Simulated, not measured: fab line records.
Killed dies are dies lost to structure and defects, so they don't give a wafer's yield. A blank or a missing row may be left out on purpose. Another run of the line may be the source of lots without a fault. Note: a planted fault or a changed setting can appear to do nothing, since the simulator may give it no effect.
The same fault as seen by 2 desks    flow gf180mcu    every desk sees just its own numbers, and what lay behind them comes last

## THE TOOL OWNER'S DESK: cmp-01
The tool's own readings at GF_V2_CMP_26 (polishes, stops on SiO2, t overpolish 15 s, target thk 0 nm): means of the sampled wafers that have a number, for each lot that ran on this tool. A lot is out of limits, marked OUT, if its mean lies more than 4 standard deviations from the usual mean; the brackets give that distance.
Columns: A = motor-current-A at GF_V2_CMP_26, usual 11.0 A; B = overpolish-run-s at GF_V2_CMP_26, usual 14.999 s; C = platen-rpm at GF_V2_CMP_26, usual 60.01 rpm; D = retaining-ring-pressure-frac at GF_V2_CMP_26, usual 1.001; E = slurry-flow-ml-min at GF_V2_CMP_26, usual 150.0; F = time-to-endpoint-s at GF_V2_CMP_26, usual 84 s
lot   first seen here  A     B                        C      D      E      F
L412  day 20 01:38     11.2  14.986                   60.02  1.001  150.3  86
L416  day 21 12:26     11.2  14.996                   59.96  0.997  150.0  86
L417  day 22 08:35     11.4  15.002                   60.04  0.999  150.1  86
L418  day 22 11:16     10.8  15.003                   59.98  1.003  150.0  86
L419  day 22 20:17     10.4  15.002                   59.99  1.005  150.0  83
L420  day 23 06:56     11.5  14.997                   60.00  0.997  150.2  83
L421  day 23 16:37     10.8  14.991                   60.02  1.002  149.7  84
L423  day 24 11:14     11.2  15.011                   59.98  1.000  150.3  83
L425  day 25 07:31     11.3  15.000                   60.02  1.003  150.0  89
L426  day 25 14:52     11.3  5.025 (-99 or more) OUT  60.04  0.999  150.0  115 (+7.8) OUT
L428  day 26 01:55     11.3  5.028 (-99 or more) OUT  59.98  1.000  150.1  117 (+8.2) OUT
This desk finds L426, L428 out of limits, L426 being first, at day 25 14:52 (overpolish-run-s at GF_V2_CMP_26). L412, L416, L417, L418, L419, L420, L421, L423, L425 stayed within limits.

## METROLOGY DESK
What the gauges read, lot by lot, whatever tool the lot ran on: means of the sampled wafers that have a number. A lot is out of limits, marked OUT, if its mean lies more than 4 standard deviations from the usual mean; the brackets give that distance.
Columns: A = V2_W_THK at GF_V2_THK_MEAS_25, usual 353 nm
lot   first seen here  A
L412  day 20 01:27     349
L414  day 21 00:36     353
L416  day 21 12:20     353
L417  day 22 08:32     351
L418  day 22 11:04     346
L419  day 22 20:13     354
L420  day 23 06:47     353
L421  day 23 16:28     352
L423  day 24 11:07     351
L424  day 24 14:38     351
L425  day 25 07:21     360
L426  day 25 14:45     352
L427  day 25 20:25     350
L428  day 26 01:49     355
This desk's verdict: no lot among the 14 shows anything out of limits.

## PUT TOGETHER
On L426, L428, at day 25 14:52, an alarm was possible from the tool owner's desk.
Metrology desk: nothing out of limits seen.
The metrology desk holds a record of L426, L428, inside its limits.
GF_V2_CMP_26 was run on cmp-01 by each of the lots named.

## WHAT WAS PUT IN BY THE SIMULATOR
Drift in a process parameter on cmp-01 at GF_V2_CMP_26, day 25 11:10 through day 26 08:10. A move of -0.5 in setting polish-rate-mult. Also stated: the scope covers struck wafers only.
Lots struck among those shown: L426, L428.
Time in hours from fault onset to the first out-of-limits reading at each desk: the tool owner's desk, 4.
